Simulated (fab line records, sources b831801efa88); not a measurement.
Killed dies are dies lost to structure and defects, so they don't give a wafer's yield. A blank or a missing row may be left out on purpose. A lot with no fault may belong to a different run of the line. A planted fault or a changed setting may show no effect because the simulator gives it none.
Which tool was responsible? | flow sky130 | Sampling: 14 lots, 41 wafers, 4 of 708 route steps

WHAT THE GAUGES READ, wafer by wafer
SKY_VIA1_OVL_MEAS_13. Usual: for VIA1_OVL the level is 1 nm and the standard deviation is 5.7.
lot  | measured     | on         | VIA1_OVL (nm) | flag
L180 | day 34 15:29 | overlay-02 | -5 -4 -4      |
L183 | day 35 05:41 | overlay-02 | 5 -3 2        |
L185 | day 35 15:35 | overlay-01 | 2 2 -5        |
L187 | day 36 06:13 | overlay-02 | -5 -6 2       |
L186 | day 36 11:46 | overlay-02 | -9 8 4        |
L188 | day 36 12:07 | overlay-01 | -9 0 -12      |
L189 | day 36 22:09 | overlay-02 | 11 1 10       |
L190 | day 37 07:45 | overlay-01 | 3 5 -5        |
L192 | day 37 18:26 | overlay-02 | -8 -4 -4      |
L193 | day 38 00:08 | overlay-02 | -3 5 -8       |
L198 | day 39 16:00 | overlay-01 | 9 4           |
L200 | day 40 04:14 | overlay-01 | -3 0 -5       |
L201 | day 40 10:47 | overlay-01 | -7 -5 -13     |
L202 | day 40 13:14 | overlay-01 | -7 0 -8       |

SKY_VIA2_CD_MEAS_12: target cd 200 nm. Usual: cd_nm 200.1 nm, standard deviation 1.2.
lot  | measured     | on        | cd_nm (nm)        | flag
L180 | day 36 23:00 | cd_sem-01 | 200.8 200.3 200.4 |
L183 | day 37 12:00 | cd_sem-01 | 201.7 202.8 202.4 |
L185 | day 37 22:18 | cd_sem-01 | 197.7 198.5 198.4 |
L187 | day 38 12:02 | cd_sem-01 | 199.7 199.7 198.9 |
L186 | day 38 16:42 | cd_sem-02 | 202.4 201.4 203.1 |
L188 | day 38 17:02 | cd_sem-02 | 201.4 200.7 200.9 |
L189 | day 39 04:17 | cd_sem-02 | 197.2 198.4 199.2 |
L190 | day 39 13:01 | cd_sem-02 | 201.3 201.8 201.6 |
L192 | day 39 23:52 | cd_sem-01 | 200.0 200.0 200.7 |
L193 | day 40 04:54 | cd_sem-01 | 201.7 201.2 199.5 |
L198 | day 41 18:29 | cd_sem-02 | 163.1 148.1       | OFF
L200 | day 42 07:08 | cd_sem-01 | 188.4 196.4 174.0 | OFF
L201 | day 42 14:08 | cd_sem-02 | 199.8 199.0 198.3 |
L202 | day 42 16:19 | cd_sem-02 | 201.7 200.3 199.4 |

WHICH TOOL RAN EACH LOT (tool, then ch and the chambers of the sampled wafers, then the start)
lot  | SKY_METAL2_METAL_ETCH_19          | SKY_VIA2_EXPOSE_09
L180 | rie_metal-02 ch 0,1, day 35 19:40 | krf_scanner-02 ch 0, day 36 10:18
L183 | rie_metal-01 ch 0,1, day 36 08:56 | krf_scanner-01 ch 0, day 36 23:28
L185 | rie_metal-02 ch 0,1, day 36 19:41 | krf_scanner-02 ch 0, day 37 10:21
L187 | rie_metal-01 ch 1, day 37 09:53   | krf_scanner-02 ch 0, day 37 23:27
L186 | rie_metal-01 ch 0,1, day 37 14:41 | krf_scanner-02 ch 0, day 38 03:52
L188 | rie_metal-02 ch 0,1, day 37 14:53 | krf_scanner-01 ch 0, day 38 04:46
L189 | rie_metal-02 ch 0,1, day 38 01:21 | krf_scanner-01 ch 0, day 38 15:43
L190 | rie_metal-02 ch 0,1, day 38 10:44 | krf_scanner-02 ch 0, day 39 00:34
L192 | rie_metal-01 ch 0, day 38 21:31   | krf_scanner-02 ch 0, day 39 12:19
L193 | rie_metal-02 ch 0,1, day 39 02:37 | krf_scanner-01 ch 0, day 39 17:22
L198 | rie_metal-01 ch 0,1, day 40 17:37 | krf_scanner-01 ch 0, day 41 06:50
L200 | rie_metal-03 ch 0,1, day 41 06:14 | krf_scanner-01 ch 0, day 41 19:32
L201 | rie_metal-01 ch 0,1, day 41 13:03 | krf_scanner-02 ch 0, day 42 02:17
L202 | rie_metal-02 ch 0,1, day 41 15:34 | krf_scanner-02 ch 0, day 42 04:19
- SKY_METAL2_METAL_ETCH_19: etches the open film in Cl2/BCl3, stops on SiO2, target depth 360 nm, time 78 s.
- SKY_VIA2_EXPOSE_09: exposes mask VIM2, target cd 200 nm.

WHAT THE TOOLS THEMSELVES READ (means of the sampled wafers that have a number; where no wafer has one, the mark that the record gives instead)
SKY_METAL2_METAL_ETCH_19. Usual: drypump_motor_current_A 5.6 A, standard deviation 0.48; oes_product_au 0.854 a.u., standard deviation 0.006; throttle_valve_pct 22.264 %, standard deviation 0.0088.
lot  | tool         | drypump_motor_current_A (A) | oes_product_au (a.u.) | throttle_valve_pct (%) | flag
L180 | rie_metal-02 | 5.7                         | 0.851                 | 22.264                 |
L183 | rie_metal-01 | 5.2                         | 0.858                 | 22.267                 |
L185 | rie_metal-02 | 5.5                         | 0.861                 | 22.271                 |
L187 | rie_metal-01 | 5.6                         | 0.860                 | 22.267                 |
L186 | rie_metal-01 | 5.4                         | 0.851                 | 22.265                 |
L188 | rie_metal-02 | 5.5                         | 0.853                 | 22.271                 |
L189 | rie_metal-02 | 5.5                         | 0.857                 | 22.268                 |
L190 | rie_metal-02 | 5.7                         | 0.855                 | 22.255                 |
L192 | rie_metal-01 | 5.0                         | 0.859                 | 22.258                 |
L193 | rie_metal-02 | 5.5                         | 0.844                 | 22.271                 |
L198 | rie_metal-01 | 5.3                         | 0.857                 | 22.262                 |
L200 | rie_metal-03 | 6.2                         | 0.857                 | 22.268                 |
L201 | rie_metal-01 | 5.2                         | 0.854                 | 22.270                 |
L202 | rie_metal-02 | 5.5                         | 0.855                 | 22.262                 |

SKY_VIA2_EXPOSE_09. Usual: exposure_dose_mJ_cm2 38.00, standard deviation 0.039.
lot  | tool           | exposure_dose_mJ_cm2 | flag
L180 | krf_scanner-02 | 38.05                |
L183 | krf_scanner-01 | 37.98                |
L185 | krf_scanner-02 | 37.91                |
L187 | krf_scanner-02 | 37.97                |
L186 | krf_scanner-02 | 38.00                |
L188 | krf_scanner-01 | 37.99                |
L189 | krf_scanner-01 | 38.02                |
L190 | krf_scanner-02 | 37.99                |
L192 | krf_scanner-02 | 38.03                |
L193 | krf_scanner-01 | 37.98                |
L198 | krf_scanner-01 | 40.33                | OFF
L200 | krf_scanner-01 | 41.09                | OFF
L201 | krf_scanner-02 | 37.99                |
L202 | krf_scanner-02 | 37.97                |

THE ANSWER, worked out from the rows above alone
Rule: a lot is off if the mean of its wafers that have a number lies more than 3 standard deviations from the usual mean. A lot without any number at a reading at which 4 lots or more have one is off too. Any other lot the step has rows for is counted as sound. First the gauges in route order, then the tools' own readings, where a lot's mean is used as printed above. The first step at which some lot is off is used, and at that step the reading that is off furthest; a lot without a number counts as furthest.
Off, at SKY_VIA2_CD_MEAS_12 on cd_nm: L198, L200.
A tool fits if, at a process step before that reading, it ran every lot that is off, and no sound lot after the first of them. Not tried: the gauges at SKY_VIA2_CD_MEAS_12; whatever is off there is also off at SKY_VIA2_EXPOSE_09, on other tools, and gauge error can't account for it. One fits: krf_scanner-01 at SKY_VIA2_EXPOSE_09. Its last sound lot is L193 (day 39 17:22), its first lot that is off L198 (day 41 06:50): a fault that began between those two fits.
The tool's own readings at SKY_VIA2_EXPOSE_09 bear it out: on the lots that are off they differ by more than 5 times the standard deviation of the sound lots' means. exposure_dose_mJ_cm2 reads 40.71 there against 37.99 on the sound lots.

WHAT THE SIMULATOR HAD INSERTED
Process parameters drifting: krf_scanner-01 at SKY_VIA2_EXPOSE_09, beginning at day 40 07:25. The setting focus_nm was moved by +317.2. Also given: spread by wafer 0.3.
Lots struck among those shown: L198, L200. The rule given above showed the same thing.
